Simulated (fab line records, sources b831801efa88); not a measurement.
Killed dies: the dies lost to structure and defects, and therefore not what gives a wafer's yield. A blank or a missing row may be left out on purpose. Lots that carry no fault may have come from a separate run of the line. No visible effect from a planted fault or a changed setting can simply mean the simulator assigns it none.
A lot that was struck, set against a sound lot + flow sky130 + 16 out of 708 route steps
Sound: wafers L318.3, L318.4, L318.5. Struck: wafer L327.1. (L327.5, L327.6 of the same lot were not struck and are left out.) The cause comes at the end.
For every step that has rows: the tool of each side, followed by ch and its chambers, followed by its first start. Under that, the readings that differ: sound wafers + struck wafers + difference of the means + sigmas: that difference in standard deviations of wafers without a fault.
alike: readings whose means differ by less than 2 such deviations, and words and numbers that are the same on both sides. not compared: withheld readings, readings that some wafer has no value for, bounds like >300 that may hide the same value, and numbers for which the record gives no deviation and whose values overlap.
A row with sigmas, a row that says differs or no value, or rows on one side alone: a step with any of these is where the two part. Non-overlapping numbers with no deviation appear without sigmas and do not part them. A reading that every wafer of one side lacks parts them only if that side has two wafers or more.

first, 3 steps without rows for these wafers: SKY_VIA1_EXPOSE_09 (exposes mask VIM, target cd 150 nm); SKY_VIA1_PEB_10; SKY_VIA1_DEVELOP_11 (develop time 60 s).
SKY_VIA1_CD_MEAS_12 targets a cd of 150 nm.
  struck on cd-sem-01, day 37 13:56; sound on cd-sem-01, day 34 03:44
  alike: cd-nm
SKY_VIA1_OVL_MEAS_13:
  struck on overlay-01, day 37 14:03; sound on overlay-02, day 34 03:50
  alike: VIA1_OVL
SKY_VIA1_ETCH_14: etches BARC in N2/H2, stops on SiO2, time 45.9 s, target depth 60 nm.
  sound on rie-diel-01 ch 1,2, day 34 03:52; struck on rie-diel-04 ch 0, day 37 14:05
| reading                     | sound       | struck | difference | sigmas |
|-----------------------------|-------------|--------|------------|--------|
| drypump-motor-current-A (A) | 6.2 6.1 6.4 | 4.8    | -1.4       | -3     |
  alike: oes-product-au, rf-fwd-power-W, throttle-valve-pct
  not compared: rf-hours-counter-h
SKY_VIA1_ETCH_15: etches SiO2 in C4F8/O2/Ar, stops on TiN, target depth 351 nm, time 54 s.
  sound on rie-diel-01 ch 1,2, day 34 03:54; struck on rie-diel-04 ch 0, day 37 14:08
| reading               | sound             | struck | difference | sigmas |
|-----------------------|-------------------|--------|------------|--------|
| oes-product-au (a.u.) | 0.984 0.984 0.984 | 0.967  | -0.017     | -3     |
  alike: rf-fwd-power-W
  not compared: rf-hours-counter-h
SKY_VIA1_STRIP_16: strips in O2/N2.
  sound on plasma-asher-04 ch 0,1, day 34 03:59; struck on plasma-asher-02 ch 0, day 37 14:10
| reading                     | sound       | struck | difference                   | sigmas |
|-----------------------------|-------------|--------|------------------------------|--------|
| drypump-motor-current-A (A) | 6.0 5.6 5.6 | 6.6    | +0.9                         | +2     |
| rf-hours-counter-h (h)      | - - -       | 38     | no value on the sound wafers |        |
  alike: oes-product-au, strip-time-to-endpoint-s
then, 3 steps without rows for these wafers: SKY_VIA1_STRIP_17 (strips in post etch residue remover, time 1200 s); SKY_VIA1_CLEAN_18 (cleans in IPA, time 180 s); SKY_VIA1_CLEAN_19 (cleans in O3/DIW).
SKY_VIA1_SPUTTER_20: material TiN, target thk 20 nm, time 80 s.
  struck on pvd-sputter-04, day 37 14:46; sound on pvd-sputter-03, day 34 04:32
  alike: throttle-valve-pct
SKY_VIA1_CVD_21: deposits W, target thk 270 nm, time 80.902 s.
  sound on cvd-w-01 ch 0,1, day 34 04:38; struck on cvd-w-02 ch 1, day 37 14:50
| reading                            | sound           | struck | difference                   | sigmas |
|------------------------------------|-----------------|--------|------------------------------|--------|
| since-wet-clean-h (h)              | - - -           | 475    | no value on the sound wafers |        |
| model.W_of_VIA1_CVD_21.thk-nm (nm) | 265.6 267 270.5 | 236.4  | -31.3                        |        |
  alike: heater-power-w
SKY_VIA1_RS_MEAS_22: a four-point-probe measurement.
  struck on film-metro-03, day 37 14:56; sound on film-metro-02, day 34 04:44
| reading            | sound             | struck | difference | sigmas |
|--------------------|-------------------|--------|------------|--------|
| VIA1_W_RS (ohm/sq) | 0.432 0.430 0.425 | 0.490  | +0.061     | +12    |
SKY_VIA1_THK_MEAS_23: measures by xrf.
  struck on film-metro-03, day 37 15:03; sound on film-metro-02, day 34 04:50
| reading         | sound       | struck | difference | sigmas |
|-----------------|-------------|--------|------------|--------|
| VIA1_W_THK (nm) | 264 265 268 | 237    | -29        | -8     |
SKY_VIA1_CMP_24: polishes, stops on SiO2, t overpolish 15 s, target thk 0 nm.
  sound on cmp-02 ch 0,1,2, day 34 04:52; struck on cmp-02 ch 2, day 37 15:13
  alike: motor-current-A, platen-rpm, retaining-ring-pressure-frac, slurry-filter-dp-kPa, time-to-endpoint-s

WHERE THEY PART
At SKY_VIA1_ETCH_14 first; at SKY_VIA1_THK_MEAS_23 last (within this record only). Later steps at which nothing parts them and some readings are alike: SKY_VIA1_CMP_24.

WHY: what the simulator had put in
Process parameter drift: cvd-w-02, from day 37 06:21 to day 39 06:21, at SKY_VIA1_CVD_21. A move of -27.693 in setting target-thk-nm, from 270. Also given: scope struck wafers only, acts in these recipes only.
